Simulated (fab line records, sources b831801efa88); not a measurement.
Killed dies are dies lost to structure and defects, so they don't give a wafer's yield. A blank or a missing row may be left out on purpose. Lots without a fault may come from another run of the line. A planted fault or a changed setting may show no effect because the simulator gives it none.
Which tool did it? | flow gf180mcu | 13 lots, 39 wafers sampled, at 5 steps of a route of 602

WHAT THE GAUGES READ, wafer by wafer
GF_MVPSD_OVL_MEAS_07.
lot  | measured     | on         | MVPSD_OVL (nm)
L779 | day 5 06:25  | overlay-01 | -0.1 -0.6 -0.9
L780 | day 5 12:09  | overlay-01 | -2.8 -2.0 -1.5
L781 | day 5 18:04  | overlay-01 | -2.7 -3.2 -1.0
L783 | day 6 09:31  | overlay-02 | 0.1 0.6 1.2
L788 | day 7 14:29  | overlay-02 | 0.7 -0.8 0.1
L789 | day 7 19:14  | overlay-01 | -1.0 -1.8 -0.7
L790 | day 8 00:16  | overlay-01 | 1.4 0.5 1.1
L791 | day 8 04:46  | overlay-01 | -0.5 -1.2 -3.1
L794 | day 8 20:34  | overlay-01 | -0.1 0.5 0.2
L798 | day 9 23:43  | overlay-02 | -0.7 -0.1 -1.0
L799 | day 10 05:52 | overlay-02 | 1.5 1.5 4.2
L800 | day 10 09:52 | overlay-02 | 0.0 0.3 -0.2
L801 | day 10 18:02 | overlay-01 | -2.4 -0.9 -0.3

GF_VT_IMPLANT_TW_MEAS_10.
lot  | measured     | on            | VT_IMPLANT_TW
L779 | day 5 20:52  | film_metro-01 | 574 571 570
L780 | day 6 03:18  | film_metro-03 | 559 558 558
L781 | day 6 09:28  | film_metro-03 | 561 555 562
L783 | day 7 01:07  | film_metro-01 | 577 569 573
L788 | day 8 06:44  | film_metro-01 | 575 571 570
L789 | day 8 11:22  | film_metro-03 | 562 560 559
L790 | day 8 17:02  | film_metro-03 | 560 561 559
L791 | day 8 22:18  | film_metro-01 | 571 567 573
L794 | day 9 13:40  | film_metro-01 | 569 568 570
L798 | day 10 17:47 | film_metro-03 | 558 562 557
L799 | day 11 00:43 | film_metro-02 | 559 559 561
L800 | day 11 04:19 | film_metro-01 | 568 570 569
L801 | day 11 13:11 | film_metro-03 | 560 561 563

GF_VT_IMPLANT_TW_MEAS_43.
lot  | measured     | on            | VT_IMPLANT_4_TW
L779 | day 7 19:10  | film_metro-03 | 686 685 683
L780 | day 8 01:19  | film_metro-03 | 686 687 684
L781 | day 8 08:43  | film_metro-03 | 683 684 685
L783 | day 9 01:38  | film_metro-01 | 696 696 701
L788 | day 10 09:52 | film_metro-02 | 684 686 681
L789 | day 10 15:57 | film_metro-02 | 611 612 614
L790 | day 10 21:21 | film_metro-03 | 685 686 686
L791 | day 11 02:00 | film_metro-01 | 624 620 623
L794 | day 11 20:34 | film_metro-03 | 685 686 687
L798 | day 13 03:06 | film_metro-03 | 689 686 684
L799 | day 13 10:12 | film_metro-01 | 695 702 695
L800 | day 13 13:36 | film_metro-01 | 693 698 694
L801 | day 13 23:37 | film_metro-03 | 687 688 685

WHICH TOOL RAN EACH LOT (tool, then ch and the chambers of the sampled wafers, then the start)
lot  | GF_VT_IMPLANT_STRIP_31               | GF_VT_IMPLANT_IMPLANT_41
L779 | plasma_asher-02 ch 0,1, day 7 02:58  | implanter-02 ch 0, day 7 18:55
L780 | plasma_asher-02 ch 0,1, day 7 09:22  | implanter-02 ch 0, day 8 01:05
L781 | plasma_asher-02 ch 1, day 7 16:31    | implanter-03 ch 0, day 8 08:28
L783 | plasma_asher-03 ch 0,1, day 8 08:24  | implanter-02 ch 0, day 9 01:23
L788 | plasma_asher-02 ch 0,1, day 9 16:26  | implanter-01 ch 0, day 10 09:39
L789 | plasma_asher-02 ch 0,1, day 9 21:45  | implanter-02 ch 0, day 10 15:43
L790 | plasma_asher-03 ch 0,1, day 10 02:58 | implanter-03 ch 0, day 10 21:06
L791 | plasma_asher-02 ch 0,1, day 10 07:51 | implanter-02 ch 0, day 11 01:45
L794 | plasma_asher-02 ch 0,1, day 11 01:32 | implanter-03 ch 0, day 11 20:19
L798 | plasma_asher-04 ch 0,1, day 12 07:58 | implanter-01 ch 0, day 13 02:51
L799 | plasma_asher-04 ch 0,1, day 12 14:04 | implanter-02 ch 0, day 13 09:57
L800 | plasma_asher-03 ch 0,1, day 12 18:10 | implanter-03 ch 0, day 13 13:21
L801 | plasma_asher-04 ch 0,1, day 13 03:17 | implanter-01 ch 0, day 13 23:23
- GF_VT_IMPLANT_STRIP_31: strips in O2/N2.
- GF_VT_IMPLANT_IMPLANT_41

WHAT THE TOOLS THEMSELVES READ (means of the sampled wafers that have a number; where no wafer has one, the mark that the record gives instead)
GF_VT_IMPLANT_STRIP_31.
lot  | tool            | chamber_pressure_mTorr (mTorr) | drypump_motor_current_A (A) | heater_power_w (W) | n2_flow_sccm (sccm) | oes_product_au (a.u.) | platen_temp_c (C) | strip_time_to_endpoint_s (s)
L779 | plasma_asher-02 | 1500.3                         | 5.8                         | 324                | 300.6               | 0.717                 | 249.98            | 12.63
L780 | plasma_asher-02 | 1499.2                         | 5.8                         | 323                | 300.0               | 0.716                 | 249.86            | 12.60
L781 | plasma_asher-02 | 1500.7                         | 5.6                         | 330                | 300.6               | 0.718                 | 249.98            | 12.66
L783 | plasma_asher-03 | 1499.8                         | 5.6                         | 380                | 299.5               | 0.714                 | 249.77            | 12.65
L788 | plasma_asher-02 | 1501.1                         | 5.9                         | 322                | 299.8               | 0.717                 | 250.12            | 12.59
L789 | plasma_asher-02 | 1500.1                         | 5.9                         | 327                | 300.3               | 0.717                 | 250.11            | 12.61
L790 | plasma_asher-03 | 1500.8                         | 5.4                         | 389                | 299.9               | 0.717                 | 250.00            | 12.60
L791 | plasma_asher-02 | 1499.7                         | 5.7                         | 326                | 300.5               | 0.713                 | 250.03            | 12.62
L794 | plasma_asher-02 | 1500.2                         | 5.8                         | 327                | 300.4               | 0.714                 | 249.85            | 12.64
L798 | plasma_asher-04 | 1498.6                         | 5.7                         | 313                | 300.0               | 0.719                 | 250.07            | 12.65
L799 | plasma_asher-04 | 1501.1                         | 5.7                         | 313                | 299.9               | 0.720                 | 249.99            | 12.64
L800 | plasma_asher-03 | 1501.4                         | 5.6                         | 380                | 299.8               | 0.719                 | 249.93            | 12.63
L801 | plasma_asher-04 | 1501.6                         | 5.7                         | 313                | 300.1               | 0.713                 | 250.10            | 12.63

GF_VT_IMPLANT_IMPLANT_41.
lot  | tool         | beam_on_s (s) | tilt_deg (degrees)
L779 | implanter-02 | 10.00         | 7.016
L780 | implanter-02 | 10.03         | 6.997
L781 | implanter-03 | 10.19         | 7.018
L783 | implanter-02 | 10.02         | 7.021
L788 | implanter-01 | 10.01         | 7.002
L789 | implanter-02 | 9.98          | -0.010
L790 | implanter-03 | 10.03         | 6.995
L791 | implanter-02 | 9.97          | 0.009
L794 | implanter-03 | 9.76          | 6.987
L798 | implanter-01 | 9.87          | 7.008
L799 | implanter-02 | 10.21         | 7.005
L800 | implanter-03 | 10.10         | 7.013
L801 | implanter-01 | 10.04         | 6.993

THE ANSWER, worked out from the rows above alone
Rule: what is usual is taken from the lots themselves. Put in order of their means at a reading, lots are off if they are a third of the lots or fewer, leave a main group of 4 or more, and stand apart from it by a gap of 3 or more times the standard deviation of the main group's means; of several such gaps the widest counts. A main group whose means are all the same, to the digits that the tables above print for the reading, isn't used. A lot without any number at a reading at which 4 lots or more have one is off too. The other lots that the step has rows for count as sound. The gauges are gone through in route order, then the tools' own readings, and for those a lot's mean is taken as printed above. The first step at which some lot is off is used, and at that step the reading that is off furthest; a lot without a number counts as furthest.
Off: L789, L791, at GF_VT_IMPLANT_TW_MEAS_43 (VT_IMPLANT_4_TW). The main group: mean 688, standard deviation 5.2.
A tool fits if, at a process step before that reading, it ran every lot that is off, and no sound lot after the first of them. The gauges at GF_VT_IMPLANT_TW_MEAS_43 aren't tried: what is off there is off at GF_VT_IMPLANT_IMPLANT_41 too, on other tools, and a gauge's error can't cause that. None of those tried fits.

WHAT THE SIMULATOR HAD PUT IN
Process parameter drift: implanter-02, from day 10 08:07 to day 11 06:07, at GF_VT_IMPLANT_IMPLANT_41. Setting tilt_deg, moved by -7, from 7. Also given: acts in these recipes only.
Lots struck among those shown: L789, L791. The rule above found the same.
